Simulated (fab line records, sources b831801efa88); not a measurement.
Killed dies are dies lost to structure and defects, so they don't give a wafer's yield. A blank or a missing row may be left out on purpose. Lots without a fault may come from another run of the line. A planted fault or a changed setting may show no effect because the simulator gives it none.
Split-lot experiment | flow sky130 | 5 lots, 23 wafers read, on a route of 708 steps

THE SPLIT
At SKY_METAL5_SPUTTER_01 (material TiN, target thk 20 nm, time 16.7 s), the setting power_w was moved away from the recipe's 6500 W on 9 of the 23 wafers read, by -10.3% to +4.2%. The other wafers ran this setting at the recipe's value.

The reading is taken at the split's own step.

THE READING
TiN_of_METAL5_SPUTTER_01.thk_nm (the simulator's own value, which no gauge read), in nm, at SKY_METAL5_SPUTTER_01 (material TiN, target thk 20 nm, time 16.7 s). The file gives no usual value for it. The 14 wafers here that ran the recipe average 19.99 nm, standard deviation 0.21 nm.

wafer  | tool, chamber at the split | power_w as run, W | against the recipe | TiN_of_METAL5_SPUTTER_01.thk_nm, nm | against lot-mates on the recipe
L074.1 | pvd_sputter-03, -          | 6500              | recipe             | 19.73                               | -
L074.4 | pvd_sputter-03, -          | 6500              | recipe             | 20.04                               | -
L074.6 | pvd_sputter-03, -          | 6500              | recipe             | 20.05                               | -
L077.1 | pvd_sputter-02, -          | 6500              | recipe             | 20.2                                | -
L077.2 | pvd_sputter-02, -          | 5842              | -10.1%             | 17.85                               | -2.22
L077.3 | pvd_sputter-02, -          | 5842              | -10.1%             | 18.3                                | -1.77
L077.4 | pvd_sputter-02, -          | 6500              | recipe             | 19.95                               | -
L077.5 | pvd_sputter-02, -          | 5842              | -10.1%             | 18.24                               | -1.84
L081.1 | pvd_sputter-01, -          | 6500              | recipe             | 20.38                               | -
L081.2 | pvd_sputter-01, -          | 6500              | recipe             | 19.86                               | -
L081.4 | pvd_sputter-01, -          | 5830              | -10.3%             | 18.06                               | -2.06
L081.5 | pvd_sputter-01, -          | 5830              | -10.3%             | 18.23                               | -1.89
L081.6 | pvd_sputter-01, -          | 6500              | recipe             | 20.13                               | -
L082.1 | pvd_sputter-02, -          | 6772              | +4.2%              | 20.87                               | +1.06
L082.2 | pvd_sputter-02, -          | 6500              | recipe             | 19.8                                | -
L082.3 | pvd_sputter-02, -          | 6500              | recipe             | 19.54                               | -
L082.4 | pvd_sputter-02, -          | 6772              | +4.2%              | 20.86                               | +1.05
L082.6 | pvd_sputter-02, -          | 6500              | recipe             | 20.08                               | -
L084.1 | pvd_sputter-03, -          | 6500              | recipe             | 20.01                               | -
L084.3 | pvd_sputter-03, -          | 6500              | recipe             | 19.87                               | -
L084.4 | pvd_sputter-03, -          | 6500              | recipe             | 20.15                               | -
L084.5 | pvd_sputter-03, -          | 6704              | +3.1%              | 20.73                               | +0.72
L084.6 | pvd_sputter-03, -          | 6704              | +3.1%              | 20.58                               | +0.57

THE FIT
A straight line over all 23 wafers: TiN_of_METAL5_SPUTTER_01.thk_nm changes by +0.186 nm for each +1% of power_w; r = +0.98; the points scatter about the line by 0.19 nm.
The same after taking each lot's own level away (the mean of its wafers on the recipe; 23 wafers): +0.198 nm for each +1%; r = +0.98; scatter 0.18 nm.
On that fit, the largest move of power_w shifts the reading by 2 nm.
The lots' own levels span 19.807 to 20.123 nm, that is 1.5 times the standard deviation above.
So the lot-to-lot level changes the slope little: the two slopes agree.
Check: with one of the wafers moved furthest among these (-10.3%) left out of the fit, the line predicts -2 nm for it against its lot-mates. It came out at -2.06 nm against them.

OTHER SPLITS ON THESE WAFERS
These wafers also went through other splits before the reading. Each is held against what the fit with the lots' levels taken away leaves over:
other split on the same wafers     | wafers away from the commonest value | r with TiN_of_METAL5_SPUTTER_01.thk_nm (lot level and that fit taken away)
SKY_VIA3_COAT_06 resist_thk_nm     | 7                                    | -0.09
SKY_VIA3_ETCH_14 source_w          | 9                                    | -0.12
SKY_CAP2M_SPUTTER_02 time_s        | 9                                    | +0.23
SKY_CAP2M_DEVELOP_11 dev_temp_c    | 4                                    | +0.29
SKY_METAL4_METAL_ETCH_18 time_s    | 6                                    | +0.31
SKY_VIA4_CMP_02 leave_above_ref_nm | 6                                    | -0.05
SKY_VIA4_CVD_18 temp_c             | 8                                    | -0.13

THE FILE'S OWN FIT
TiN_of_METAL5_SPUTTER_01.thk_nm changes by +0.197 nm for each +1% of power_w, r = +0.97.
